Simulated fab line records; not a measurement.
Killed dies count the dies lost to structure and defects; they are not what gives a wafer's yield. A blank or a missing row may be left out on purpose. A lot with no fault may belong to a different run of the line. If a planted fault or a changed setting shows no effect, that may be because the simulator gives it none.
A sampling plan put to the test :: flow gf180mcu :: one fab line, 54 faults that these records tell of, each judged on the records of the lots that it struck; 1 more is left out, because the records don't allow judging it
The line's own looks make up the plan; these are the steps of the route where a gauge or inspection reads the wafer and leaves it unchanged. A look can be judged if struck wafers have a number there and the file gives its usual mean and standard deviation on fault-free wafers. Caught: a look later than the fault's first step finds the struck wafers' mean 4 or more of those standard deviations (sigma) from the usual mean. On the tool: the test repeated on the tool's own readings taken at the fault's steps. It also counts as caught if the struck wafers ran another recipe or if their record alone is blank.

== THE FAULTS, as the simulator had put them in ==
1. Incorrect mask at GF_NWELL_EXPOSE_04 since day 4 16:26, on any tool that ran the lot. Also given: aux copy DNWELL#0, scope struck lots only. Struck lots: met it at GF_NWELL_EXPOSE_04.
2. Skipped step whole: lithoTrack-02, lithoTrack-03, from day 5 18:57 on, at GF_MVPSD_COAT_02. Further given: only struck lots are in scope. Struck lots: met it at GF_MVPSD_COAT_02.
3. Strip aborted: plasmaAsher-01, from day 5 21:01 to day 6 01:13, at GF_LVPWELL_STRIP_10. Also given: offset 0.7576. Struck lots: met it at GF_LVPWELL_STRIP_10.
4. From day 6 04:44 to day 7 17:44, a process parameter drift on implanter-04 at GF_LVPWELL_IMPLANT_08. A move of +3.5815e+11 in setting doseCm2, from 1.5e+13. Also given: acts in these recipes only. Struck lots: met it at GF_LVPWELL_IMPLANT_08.
5. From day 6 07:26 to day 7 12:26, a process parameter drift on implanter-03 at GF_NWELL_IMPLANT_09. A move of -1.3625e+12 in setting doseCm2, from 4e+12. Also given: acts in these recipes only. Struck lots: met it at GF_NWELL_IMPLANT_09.
6. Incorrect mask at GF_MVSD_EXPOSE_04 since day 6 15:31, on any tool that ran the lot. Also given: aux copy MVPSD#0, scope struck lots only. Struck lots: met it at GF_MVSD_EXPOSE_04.
7. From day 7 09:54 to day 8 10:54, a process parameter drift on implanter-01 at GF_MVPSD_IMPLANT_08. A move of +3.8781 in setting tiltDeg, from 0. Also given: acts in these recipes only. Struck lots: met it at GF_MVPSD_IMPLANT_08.
8. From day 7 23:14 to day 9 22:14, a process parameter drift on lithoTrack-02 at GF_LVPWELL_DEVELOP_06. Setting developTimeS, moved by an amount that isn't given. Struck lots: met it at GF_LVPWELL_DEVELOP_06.
9. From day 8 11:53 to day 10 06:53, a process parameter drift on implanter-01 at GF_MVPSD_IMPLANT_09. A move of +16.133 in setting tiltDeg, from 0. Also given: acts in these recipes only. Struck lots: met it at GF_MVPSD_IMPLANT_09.
10. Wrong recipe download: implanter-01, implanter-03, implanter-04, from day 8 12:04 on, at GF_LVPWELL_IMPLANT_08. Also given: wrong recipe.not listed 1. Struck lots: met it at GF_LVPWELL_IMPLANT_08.
11. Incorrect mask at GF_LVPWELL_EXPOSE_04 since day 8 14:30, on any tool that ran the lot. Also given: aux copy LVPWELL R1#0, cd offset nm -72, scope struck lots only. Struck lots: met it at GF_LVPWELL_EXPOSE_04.
12. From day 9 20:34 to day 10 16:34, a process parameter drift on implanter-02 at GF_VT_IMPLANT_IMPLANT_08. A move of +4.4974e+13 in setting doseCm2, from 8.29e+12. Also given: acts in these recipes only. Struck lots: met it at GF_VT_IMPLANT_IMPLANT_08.
13. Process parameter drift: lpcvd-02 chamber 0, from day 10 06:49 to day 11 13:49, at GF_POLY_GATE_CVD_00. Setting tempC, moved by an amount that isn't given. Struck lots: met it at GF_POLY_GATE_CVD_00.
14. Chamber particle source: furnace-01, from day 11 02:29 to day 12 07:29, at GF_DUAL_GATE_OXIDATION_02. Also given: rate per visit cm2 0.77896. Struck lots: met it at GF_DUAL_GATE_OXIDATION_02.
15. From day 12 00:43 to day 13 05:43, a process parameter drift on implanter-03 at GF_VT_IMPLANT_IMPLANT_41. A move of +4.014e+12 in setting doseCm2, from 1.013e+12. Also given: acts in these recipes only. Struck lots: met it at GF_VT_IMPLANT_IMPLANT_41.
16. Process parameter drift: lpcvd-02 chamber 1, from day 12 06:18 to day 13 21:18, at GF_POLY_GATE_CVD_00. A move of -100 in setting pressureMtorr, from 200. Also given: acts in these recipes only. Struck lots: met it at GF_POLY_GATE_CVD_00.
17. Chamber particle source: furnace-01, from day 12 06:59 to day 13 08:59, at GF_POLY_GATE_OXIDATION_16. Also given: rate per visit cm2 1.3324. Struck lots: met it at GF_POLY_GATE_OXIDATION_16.
18. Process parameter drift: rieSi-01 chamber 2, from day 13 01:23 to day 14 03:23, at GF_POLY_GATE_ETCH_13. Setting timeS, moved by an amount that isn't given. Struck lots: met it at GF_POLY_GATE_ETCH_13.
19. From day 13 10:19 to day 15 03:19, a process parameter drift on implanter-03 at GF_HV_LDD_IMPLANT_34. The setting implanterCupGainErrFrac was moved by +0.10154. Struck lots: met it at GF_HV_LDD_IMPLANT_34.
20. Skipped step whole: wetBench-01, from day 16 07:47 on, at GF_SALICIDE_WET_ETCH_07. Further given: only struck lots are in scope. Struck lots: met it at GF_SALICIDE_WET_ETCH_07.
21. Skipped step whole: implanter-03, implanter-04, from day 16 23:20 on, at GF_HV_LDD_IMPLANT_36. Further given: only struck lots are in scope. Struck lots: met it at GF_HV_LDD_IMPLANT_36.
22. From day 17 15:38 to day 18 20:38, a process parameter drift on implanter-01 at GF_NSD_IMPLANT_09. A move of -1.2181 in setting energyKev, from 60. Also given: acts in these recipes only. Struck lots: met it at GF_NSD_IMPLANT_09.
23. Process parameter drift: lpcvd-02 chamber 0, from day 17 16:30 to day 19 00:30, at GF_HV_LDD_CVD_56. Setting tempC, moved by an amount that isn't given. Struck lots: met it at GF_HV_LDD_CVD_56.
24. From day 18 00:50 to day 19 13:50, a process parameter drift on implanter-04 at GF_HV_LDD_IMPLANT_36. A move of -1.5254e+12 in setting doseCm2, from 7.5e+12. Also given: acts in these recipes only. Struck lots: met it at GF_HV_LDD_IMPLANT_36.
25. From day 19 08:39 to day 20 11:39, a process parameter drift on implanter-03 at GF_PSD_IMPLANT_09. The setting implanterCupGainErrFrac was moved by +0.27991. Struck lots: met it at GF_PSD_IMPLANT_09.
26. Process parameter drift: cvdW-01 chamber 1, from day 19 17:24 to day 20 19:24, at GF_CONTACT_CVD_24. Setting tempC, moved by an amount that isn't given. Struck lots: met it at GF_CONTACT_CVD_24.
27. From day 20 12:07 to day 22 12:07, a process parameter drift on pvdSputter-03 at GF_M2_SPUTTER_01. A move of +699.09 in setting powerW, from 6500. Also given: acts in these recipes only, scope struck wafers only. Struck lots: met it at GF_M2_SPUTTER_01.
28. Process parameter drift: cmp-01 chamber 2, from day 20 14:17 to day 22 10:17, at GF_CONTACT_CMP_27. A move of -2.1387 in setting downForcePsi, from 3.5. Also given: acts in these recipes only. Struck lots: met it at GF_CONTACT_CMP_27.
29. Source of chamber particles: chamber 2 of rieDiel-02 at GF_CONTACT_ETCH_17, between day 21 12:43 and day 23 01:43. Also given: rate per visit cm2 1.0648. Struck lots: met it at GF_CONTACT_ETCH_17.
30. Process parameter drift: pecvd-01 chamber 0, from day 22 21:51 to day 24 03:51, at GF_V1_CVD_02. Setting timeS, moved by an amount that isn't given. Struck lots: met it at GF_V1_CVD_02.
31. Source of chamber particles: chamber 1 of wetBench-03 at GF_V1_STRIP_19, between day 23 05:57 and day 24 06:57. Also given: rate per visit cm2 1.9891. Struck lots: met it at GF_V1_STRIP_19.
32. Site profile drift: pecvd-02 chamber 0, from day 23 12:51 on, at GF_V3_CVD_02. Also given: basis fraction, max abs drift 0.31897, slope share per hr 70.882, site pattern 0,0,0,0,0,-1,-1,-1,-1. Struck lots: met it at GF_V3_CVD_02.
33. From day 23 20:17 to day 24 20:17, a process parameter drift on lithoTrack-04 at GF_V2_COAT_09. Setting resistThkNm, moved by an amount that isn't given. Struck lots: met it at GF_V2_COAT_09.
34. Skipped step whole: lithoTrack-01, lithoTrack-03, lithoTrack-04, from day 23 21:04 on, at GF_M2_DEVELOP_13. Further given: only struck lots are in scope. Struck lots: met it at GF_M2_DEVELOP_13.
35. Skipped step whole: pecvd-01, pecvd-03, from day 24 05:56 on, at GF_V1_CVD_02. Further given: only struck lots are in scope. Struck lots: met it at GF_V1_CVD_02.
36. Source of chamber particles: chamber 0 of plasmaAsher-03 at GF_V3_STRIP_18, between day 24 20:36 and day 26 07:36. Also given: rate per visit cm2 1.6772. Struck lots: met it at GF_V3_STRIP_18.
37. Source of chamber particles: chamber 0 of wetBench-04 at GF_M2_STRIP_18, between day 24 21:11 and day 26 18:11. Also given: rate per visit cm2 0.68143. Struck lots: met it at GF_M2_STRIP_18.
38. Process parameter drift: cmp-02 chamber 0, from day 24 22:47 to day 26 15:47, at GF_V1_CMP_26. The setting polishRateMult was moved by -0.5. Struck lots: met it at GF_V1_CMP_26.
39. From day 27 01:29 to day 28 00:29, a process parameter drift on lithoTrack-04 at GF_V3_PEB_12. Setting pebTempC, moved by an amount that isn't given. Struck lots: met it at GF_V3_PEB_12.
40. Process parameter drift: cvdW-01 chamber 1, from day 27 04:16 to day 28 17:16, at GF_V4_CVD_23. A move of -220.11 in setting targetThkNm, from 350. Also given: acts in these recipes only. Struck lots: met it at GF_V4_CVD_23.
41. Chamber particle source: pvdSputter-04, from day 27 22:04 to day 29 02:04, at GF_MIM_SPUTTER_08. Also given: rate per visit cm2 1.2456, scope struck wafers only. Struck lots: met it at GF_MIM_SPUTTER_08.
42. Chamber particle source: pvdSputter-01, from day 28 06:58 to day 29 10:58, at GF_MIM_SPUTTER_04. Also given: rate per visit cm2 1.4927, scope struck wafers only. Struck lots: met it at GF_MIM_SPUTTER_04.
43. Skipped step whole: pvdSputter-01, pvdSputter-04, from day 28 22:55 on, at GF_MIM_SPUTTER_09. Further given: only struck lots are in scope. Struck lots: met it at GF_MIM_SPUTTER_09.
44. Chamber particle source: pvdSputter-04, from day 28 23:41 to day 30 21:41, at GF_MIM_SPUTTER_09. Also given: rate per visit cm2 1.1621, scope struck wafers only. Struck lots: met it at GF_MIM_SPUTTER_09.
45. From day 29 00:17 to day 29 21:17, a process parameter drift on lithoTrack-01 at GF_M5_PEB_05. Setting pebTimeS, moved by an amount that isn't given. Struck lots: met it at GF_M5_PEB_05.
46. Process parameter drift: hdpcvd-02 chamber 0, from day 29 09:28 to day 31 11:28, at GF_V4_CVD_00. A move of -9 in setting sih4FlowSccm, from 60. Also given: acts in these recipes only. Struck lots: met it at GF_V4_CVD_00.
47. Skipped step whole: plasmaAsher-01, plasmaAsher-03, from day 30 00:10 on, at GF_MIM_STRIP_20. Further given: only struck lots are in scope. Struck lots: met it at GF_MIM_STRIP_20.
48. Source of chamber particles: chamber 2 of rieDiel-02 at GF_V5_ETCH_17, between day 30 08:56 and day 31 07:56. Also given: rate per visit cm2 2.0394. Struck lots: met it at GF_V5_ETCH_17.
49. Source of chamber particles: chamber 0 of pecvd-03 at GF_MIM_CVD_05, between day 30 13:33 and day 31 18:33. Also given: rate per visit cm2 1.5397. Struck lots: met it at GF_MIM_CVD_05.
50. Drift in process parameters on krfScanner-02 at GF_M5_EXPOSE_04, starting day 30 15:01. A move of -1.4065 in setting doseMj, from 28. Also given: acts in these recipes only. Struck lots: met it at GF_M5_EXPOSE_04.
51. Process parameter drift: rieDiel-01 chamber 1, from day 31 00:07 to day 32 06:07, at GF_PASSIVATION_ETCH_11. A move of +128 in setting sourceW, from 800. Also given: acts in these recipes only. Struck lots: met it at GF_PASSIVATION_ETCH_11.
52. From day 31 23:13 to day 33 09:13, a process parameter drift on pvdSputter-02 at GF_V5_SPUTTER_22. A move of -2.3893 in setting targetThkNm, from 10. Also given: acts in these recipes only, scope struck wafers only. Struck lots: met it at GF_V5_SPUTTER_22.
53. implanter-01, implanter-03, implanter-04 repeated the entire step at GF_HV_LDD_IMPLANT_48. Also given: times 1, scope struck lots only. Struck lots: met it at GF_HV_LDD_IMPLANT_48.
54. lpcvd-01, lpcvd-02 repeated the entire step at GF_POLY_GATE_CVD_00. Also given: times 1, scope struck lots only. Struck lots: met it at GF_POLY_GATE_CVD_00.

== WHAT THE PLAN SAW ==
fault: 1
on the tool itself: no reading that can be judged
first look that catches it: GF_NWELL_TW_MEAS_11
reading, sigma: NWELL_TW -99 or beyond
median hours from its first step to that look: 7.5
hours from the fault's start to the first struck lot there: 11
judged looks passed uncaught: 0

fault: 2
on the tool itself: the tool's record is blank for the struck wafers
first look that catches it: GF_VT_IMPLANT_TW_MEAS_10
reading, sigma: VT_IMPLANT_TW +29
median hours from its first step to that look: 23.3
hours from the fault's start to the first struck lot there: 26
judged looks passed uncaught: 0

fault: 3
on the tool itself: oesProductAu +40 sigma
first look that catches it: GF_MVSD_TW_MEAS_11
reading, sigma: MVSD_TW -99 or beyond
median hours from its first step to that look: 15.3
hours from the fault's start to the first struck lot there: 19
judged looks passed uncaught: 0

fault: 4
on the tool itself: doseIonsCm2 +22 sigma
first look that catches it: GF_VT_IMPLANT_RS_MEAS_48
reading, sigma: LVPWELL_RS -5.3
median hours from its first step to that look: 103.0
hours from the fault's start to the first struck lot there: 115
judged looks passed uncaught: 1

fault: 5
on the tool itself: doseIonsCm2 -99 or beyond sigma
first look that catches it: GF_VT_IMPLANT_RS_MEAS_47
reading, sigma: NWELL_RS +21
median hours from its first step to that look: 119.5
hours from the fault's start to the first struck lot there: 124
judged looks passed uncaught: 0

fault: 6
on the tool itself: under 2 sigma
first look that catches it: GF_MVSD_TW_MEAS_11
reading, sigma: MVSD_TW -99 or beyond
median hours from its first step to that look: 8.1
hours from the fault's start to the first struck lot there: 11
judged looks passed uncaught: 0

fault: 7
on the tool itself: tiltDeg +99 or beyond sigma
first look that catches it: GF_MVPSD_TW_MEAS_11
reading, sigma: MVPSD_TW +12
median hours from its first step to that look: 0.4
hours from the fault's start to the first struck lot there: 2
judged looks passed uncaught: 0

fault: 8
on the tool itself: no reading that can be judged
first look that catches it: none of the 6 looks that can be judged after it
reading, sigma: -
median hours from its first step to that look: -
hours from the fault's start to the first struck lot there: -
judged looks passed uncaught: 6

fault: 9
on the tool itself: tiltDeg +99 or beyond sigma
first look that catches it: none of the 3 looks that can be judged after it
reading, sigma: strongest: MVPSD_TW at GF_MVPSD_TW_MEAS_11, +2.6
median hours from its first step to that look: -
hours from the fault's start to the first struck lot there: -
judged looks passed uncaught: 3

fault: 10
on the tool itself: under 2 sigma
first look that catches it: GF_LVPWELL_TW_MEAS_11
reading, sigma: LVPWELL_TW +99 or beyond
median hours from its first step to that look: 0.4
hours from the fault's start to the first struck lot there: 4
judged looks passed uncaught: 0

fault: 11
on the tool itself: no reading that can be judged
first look that catches it: no look after it can be judged
reading, sigma: -
median hours from its first step to that look: -
hours from the fault's start to the first struck lot there: -
judged looks passed uncaught: 0

fault: 12
on the tool itself: doseIonsCm2 +99 or beyond sigma
first look that catches it: GF_VT_IMPLANT_TW_MEAS_10
reading, sigma: VT_IMPLANT_TW +99 or beyond
median hours from its first step to that look: 0.2
hours from the fault's start to the first struck lot there: 9
judged looks passed uncaught: 0

fault: 13
on the tool itself: susceptorTempC +35 sigma
first look that catches it: GF_POLY_GATE_THK_MEAS_01
reading, sigma: POLY_GATE_CVD_00_THK +23
median hours from its first step to that look: 1.3
hours from the fault's start to the first struck lot there: 22
judged looks passed uncaught: 0

fault: 14
on the tool itself: under 2 sigma
first look that catches it: not the one look that can be judged after it
reading, sigma: -
median hours from its first step to that look: -
hours from the fault's start to the first struck lot there: -
judged looks passed uncaught: 1

fault: 15
on the tool itself: doseIonsCm2 +99 or beyond sigma
first look that catches it: GF_VT_IMPLANT_TW_MEAS_43
reading, sigma: VT_IMPLANT_4_TW +87
median hours from its first step to that look: 0.2
hours from the fault's start to the first struck lot there: 7
judged looks passed uncaught: 0

fault: 16
on the tool itself: pressureMtorr -99 or beyond sigma
first look that catches it: GF_POLY_GATE_THK_MEAS_01
reading, sigma: POLY_GATE_CVD_00_THK -25
median hours from its first step to that look: 1.3
hours from the fault's start to the first struck lot there: 5
judged looks passed uncaught: 0

fault: 17
on the tool itself: under 2 sigma
first look that catches it: not the one look that can be judged after it
reading, sigma: -
median hours from its first step to that look: -
hours from the fault's start to the first struck lot there: -
judged looks passed uncaught: 1

fault: 18
on the tool itself: runLengthS -41 sigma
first look that catches it: not the one look that can be judged after it
reading, sigma: -
median hours from its first step to that look: -
hours from the fault's start to the first struck lot there: -
judged looks passed uncaught: 1

fault: 19
on the tool itself: faradayCurrentUA +5.3 sigma
first look that catches it: no look after it can be judged
reading, sigma: -
median hours from its first step to that look: -
hours from the fault's start to the first struck lot there: -
judged looks passed uncaught: 0

fault: 20
on the tool itself: no reading that can be judged
first look that catches it: no look after it can be judged
reading, sigma: -
median hours from its first step to that look: -
hours from the fault's start to the first struck lot there: -
judged looks passed uncaught: 0

fault: 21
on the tool itself: the tool's record is blank for the struck wafers
first look that catches it: GF_HV_LDD_TW_MEAS_38
reading, sigma: HV_LDD_3_TW -8.1
median hours from its first step to that look: 0.2
hours from the fault's start to the first struck lot there: 7
judged looks passed uncaught: 0

fault: 22
on the tool itself: beamEnergyKeV -63 sigma
first look that catches it: none of the 2 looks that can be judged after it
reading, sigma: strongest: NSD_RS at GF_PSD_RS_MEAS_14, +3.9
median hours from its first step to that look: -
hours from the fault's start to the first struck lot there: -
judged looks passed uncaught: 2

fault: 23
on the tool itself: spikeTcUpperC +21 sigma
first look that catches it: GF_HV_LDD_THK_MEAS_57
reading, sigma: HV_LDD_CVD_56_THK +62
median hours from its first step to that look: 3.2
hours from the fault's start to the first struck lot there: 1
judged looks passed uncaught: 0

fault: 24
on the tool itself: doseIonsCm2 -99 or beyond sigma
first look that catches it: no look after it can be judged
reading, sigma: -
median hours from its first step to that look: -
hours from the fault's start to the first struck lot there: -
judged looks passed uncaught: 0

fault: 25
on the tool itself: faradayCurrentUA +15 sigma
first look that catches it: GF_PSD_TW_MEAS_11
reading, sigma: PSD_TW -6.8
median hours from its first step to that look: 0.2
hours from the fault's start to the first struck lot there: 12
judged looks passed uncaught: 0

fault: 26
on the tool itself: susceptorTempC +30 sigma
first look that catches it: GF_CONTACT_RS_MEAS_25
reading, sigma: CONTACT_W_RS -6.8
median hours from its first step to that look: 0.1
hours from the fault's start to the first struck lot there: 3
judged looks passed uncaught: 0

fault: 27
on the tool itself: cathodeDcPowerW +99 or beyond sigma
first look that catches it: no look after it can be judged
reading, sigma: -
median hours from its first step to that look: -
hours from the fault's start to the first struck lot there: -
judged looks passed uncaught: 0

fault: 28
on the tool itself: overpolishRunS -99 or beyond sigma
first look that catches it: no look after it can be judged
reading, sigma: -
median hours from its first step to that look: -
hours from the fault's start to the first struck lot there: -
judged looks passed uncaught: 0

fault: 29
on the tool itself: under 2 sigma
first look that catches it: none of the 3 looks that can be judged after it
reading, sigma: -
median hours from its first step to that look: -
hours from the fault's start to the first struck lot there: -
judged looks passed uncaught: 3

fault: 30
on the tool itself: runLengthS +10 sigma
first look that catches it: GF_V1_THK_MEAS_03
reading, sigma: V1_CVD_02_THK +5.2
median hours from its first step to that look: 0.1
hours from the fault's start to the first struck lot there: 3
judged looks passed uncaught: 0

fault: 31
on the tool itself: no reading that can be judged
first look that catches it: none of the 2 looks that can be judged after it
reading, sigma: -
median hours from its first step to that look: -
hours from the fault's start to the first struck lot there: -
judged looks passed uncaught: 2

fault: 32
on the tool itself: under 2 sigma
first look that catches it: GF_V3_THK_MEAS_03
reading, sigma: V3_CVD_02_THK -8.9
median hours from its first step to that look: 0.1
hours from the fault's start to the first struck lot there: 18
judged looks passed uncaught: 0

fault: 33
on the tool itself: no reading that can be judged
first look that catches it: GF_V2_CD_MEAS_14
reading, sigma: cdNm +7.6
median hours from its first step to that look: 11.2
hours from the fault's start to the first struck lot there: 20
judged looks passed uncaught: 0

fault: 34
on the tool itself: no reading that can be judged
first look that catches it: no look after it can be judged
reading, sigma: -
median hours from its first step to that look: -
hours from the fault's start to the first struck lot there: -
judged looks passed uncaught: 0

fault: 35
on the tool itself: the tool's record is blank for the struck wafers
first look that catches it: none of the 2 looks that can be judged after it
reading, sigma: strongest: V1_BOW at GF_V1_BOW_MEAS_05, -3.2
median hours from its first step to that look: -
hours from the fault's start to the first struck lot there: -
judged looks passed uncaught: 2

fault: 36
on the tool itself: under 2 sigma
first look that catches it: no look after it can be judged
reading, sigma: -
median hours from its first step to that look: -
hours from the fault's start to the first struck lot there: -
judged looks passed uncaught: 0

fault: 37
on the tool itself: no reading that can be judged
first look that catches it: not the one look that can be judged after it
reading, sigma: -
median hours from its first step to that look: -
hours from the fault's start to the first struck lot there: -
judged looks passed uncaught: 1

fault: 38
on the tool itself: overpolishRunS -99 or beyond sigma
first look that catches it: no look after it can be judged
reading, sigma: -
median hours from its first step to that look: -
hours from the fault's start to the first struck lot there: -
judged looks passed uncaught: 0

fault: 39
on the tool itself: heaterPowerTotalW +78 sigma
first look that catches it: GF_V3_CD_MEAS_14
reading, sigma: cdNm +10
median hours from its first step to that look: 0.3
hours from the fault's start to the first struck lot there: 4
judged looks passed uncaught: 0

fault: 40
on the tool itself: under 2 sigma
first look that catches it: GF_V4_RS_MEAS_24
reading, sigma: V4_W_RS +95
median hours from its first step to that look: 0.1
hours from the fault's start to the first struck lot there: 32
judged looks passed uncaught: 0

fault: 41
on the tool itself: only faintly: throttleValvePct -2.3 sigma
first look that catches it: not the one look that can be judged after it
reading, sigma: -
median hours from its first step to that look: -
hours from the fault's start to the first struck lot there: -
judged looks passed uncaught: 1

fault: 42
on the tool itself: under 2 sigma
first look that catches it: none of the 5 looks that can be judged after it
reading, sigma: -
median hours from its first step to that look: -
hours from the fault's start to the first struck lot there: -
judged looks passed uncaught: 5

fault: 43
on the tool itself: the tool's record is blank for the struck wafers
first look that catches it: GF_MIM_THK_MEAS_11
reading, sigma: MIM_ALCU_THK +7.4
median hours from its first step to that look: 0.2
hours from the fault's start to the first struck lot there: 3
judged looks passed uncaught: 0

fault: 44
on the tool itself: only faintly: throttleValvePct -2.3 sigma
first look that catches it: no look after it can be judged
reading, sigma: -
median hours from its first step to that look: -
hours from the fault's start to the first struck lot there: -
judged looks passed uncaught: 0

fault: 45
on the tool itself: heaterPowerTotalW +99 or beyond sigma
first look that catches it: GF_M5_CD_MEAS_07
reading, sigma: cdNm +23
median hours from its first step to that look: 0.3
hours from the fault's start to the first struck lot there: 5
judged looks passed uncaught: 0

fault: 46
on the tool itself: sih4FlowSccm -52 sigma
first look that catches it: GF_V4_THK_MEAS_01
reading, sigma: V4_CVD_00_THK -14
median hours from its first step to that look: 0.1
hours from the fault's start to the first struck lot there: 2
judged looks passed uncaught: 0

fault: 47
on the tool itself: the tool's record is blank for the struck wafers
first look that catches it: no look after it can be judged
reading, sigma: -
median hours from its first step to that look: -
hours from the fault's start to the first struck lot there: -
judged looks passed uncaught: 0

fault: 48
on the tool itself: under 2 sigma
first look that catches it: not the one look that can be judged after it
reading, sigma: -
median hours from its first step to that look: -
hours from the fault's start to the first struck lot there: -
judged looks passed uncaught: 1

fault: 49
on the tool itself: under 2 sigma
first look that catches it: no look after it can be judged
reading, sigma: -
median hours from its first step to that look: -
hours from the fault's start to the first struck lot there: -
judged looks passed uncaught: 0

fault: 50
on the tool itself: exposureDoseMJCm2 -40 sigma
first look that catches it: GF_M5_CD_MEAS_07
reading, sigma: cdNm +6.8
median hours from its first step to that look: 8.9
hours from the fault's start to the first struck lot there: 10
judged looks passed uncaught: 0

fault: 51
on the tool itself: rfFwdPowerW +51 sigma
first look that catches it: no look after it can be judged
reading, sigma: -
median hours from its first step to that look: -
hours from the fault's start to the first struck lot there: -
judged looks passed uncaught: 0

fault: 52
on the tool itself: under 2 sigma
first look that catches it: no look after it can be judged
reading, sigma: -
median hours from its first step to that look: -
hours from the fault's start to the first struck lot there: -
judged looks passed uncaught: 0

fault: 53
on the tool itself: no reading that can be judged
first look that catches it: GF_HV_LDD_TW_MEAS_50
reading, sigma: HV_LDD_4_TW +19
median hours from its first step to that look: 0.6
hours from the fault's start to the first struck lot there: -
judged looks passed uncaught: 0

fault: 54
on the tool itself: under 2 sigma
first look that catches it: GF_POLY_GATE_THK_MEAS_01
reading, sigma: POLY_GATE_CVD_00_THK +91
median hours from its first step to that look: 2.8
hours from the fault's start to the first struck lot there: -
judged looks passed uncaught: 0
A dash: the fault is not caught, or the number is missing from these records.

Caught at a look: 27 of 54. Caught on the tool: 30 of 54. By one or the other: 38 of 54.
Faults caught by the tool alone: 9, 18, 19, 22, 24, 27, 28, 35, 38, 47, 51.
Caught at a look alone: faults 1, 6, 10, 32, 33, 40, 53, 54.
Caught by neither: faults 8, 11, 14, 17, 20, 29, 31, 34, 36, 37, 41, 42, 44, 48, 49, 52.

== THINNER SAMPLING ==
Were the look that catches a fault to measure just every second or every third lot (counted by lot number), the first struck lot would, at worst, be measured this late:
fault: 1
struck lots at that look, in order of time: L880
every lot: 11 h
every second lot: may miss it
every third lot: may miss it

fault: 2
struck lots at that look, in order of time: L106, L107
every lot: 26 h
every second lot: 32 h
every third lot: may miss all 2

fault: 3
struck lots at that look, in order of time: L528
every lot: 19 h
every second lot: may miss it
every third lot: may miss it

fault: 4
struck lots at that look, in order of time: L335, L336, L339
every lot: 115 h
every second lot: 118 h
every third lot: may miss all 3

fault: 5
struck lots at that look, in order of time: L577, L578
every lot: 124 h
every second lot: 131 h
every third lot: may miss all 2

fault: 6
struck lots at that look, in order of time: L216
every lot: 11 h
every second lot: may miss it
every third lot: may miss it

fault: 7
struck lots at that look, in order of time: L656, L657, L659
every lot: 2 h
every second lot: 8 h
every third lot: may miss all 3

fault: 10
struck lots at that look, in order of time: L802, L803, L804
every lot: 4 h
every second lot: 8 h
every third lot: 14 h

fault: 12
struck lots at that look, in order of time: L490, L491
every lot: 9 h
every second lot: 16 h
every third lot: may miss all 2

fault: 13
struck lots at that look, in order of time: L211
every lot: 22 h
every second lot: may miss it
every third lot: may miss it

fault: 15
struck lots at that look, in order of time: L510, L512
every lot: 7 h
every second lot: may miss all 2
every third lot: may miss all 2

fault: 16
struck lots at that look, in order of time: L295, L299
every lot: 5 h
every second lot: may miss all 2
every third lot: may miss all 2

fault: 21
struck lots at that look, in order of time: L464, L465, L466
every lot: 7 h
every second lot: 10 h
every third lot: 21 h

fault: 23
struck lots at that look, in order of time: L420
every lot: 1 h
every second lot: may miss it
every third lot: may miss it

fault: 25
struck lots at that look, in order of time: L396, L397
every lot: 12 h
every second lot: 25 h
every third lot: may miss all 2

fault: 26
struck lots at that look, in order of time: L169, L170, L171
every lot: 3 h
every second lot: 11 h
every third lot: 22 h

fault: 30
struck lots at that look, in order of time: L793, L794
every lot: 3 h
every second lot: 14 h
every third lot: may miss all 2

fault: 32
struck lots at that look, in order of time: L539, L544
every lot: 18 h
every second lot: 60 h
every third lot: may miss all 2

fault: 33
struck lots at that look, in order of time: L202, L203
every lot: 20 h
every second lot: 28 h
every third lot: may miss all 2

fault: 39
struck lots at that look, in order of time: L297, L298, L299
every lot: 4 h
every second lot: 12 h
every third lot: 17 h

fault: 40
struck lots at that look, in order of time: L276
every lot: 32 h
every second lot: may miss it
every third lot: may miss it

fault: 43
struck lots at that look, in order of time: L777, L778
every lot: 3 h
every second lot: 12 h
every third lot: may miss all 2

fault: 45
struck lots at that look, in order of time: L371, L373
every lot: 5 h
every second lot: may miss all 2
every third lot: may miss all 2

fault: 46
struck lots at that look, in order of time: L372, L373, L374
every lot: 2 h
every second lot: 12 h
every third lot: 13 h

fault: 50
struck lots at that look, in order of time: L643, L644
every lot: 10 h
every second lot: 21 h
every third lot: may miss all 2
Hours: fault start to first struck lot measured. The test against the limit of 4 sigma pooled every struck wafer, which means one lot taken alone may stay below that limit. Other struck lots may not be in these records.

== THE LONGEST TIMED WAY FROM STEP TO LOOK ==
In fault 5, a median of 119.5 hours elapses between GF_NWELL_IMPLANT_09 and GF_VT_IMPLANT_RS_MEAS_47. No look between them can be judged.
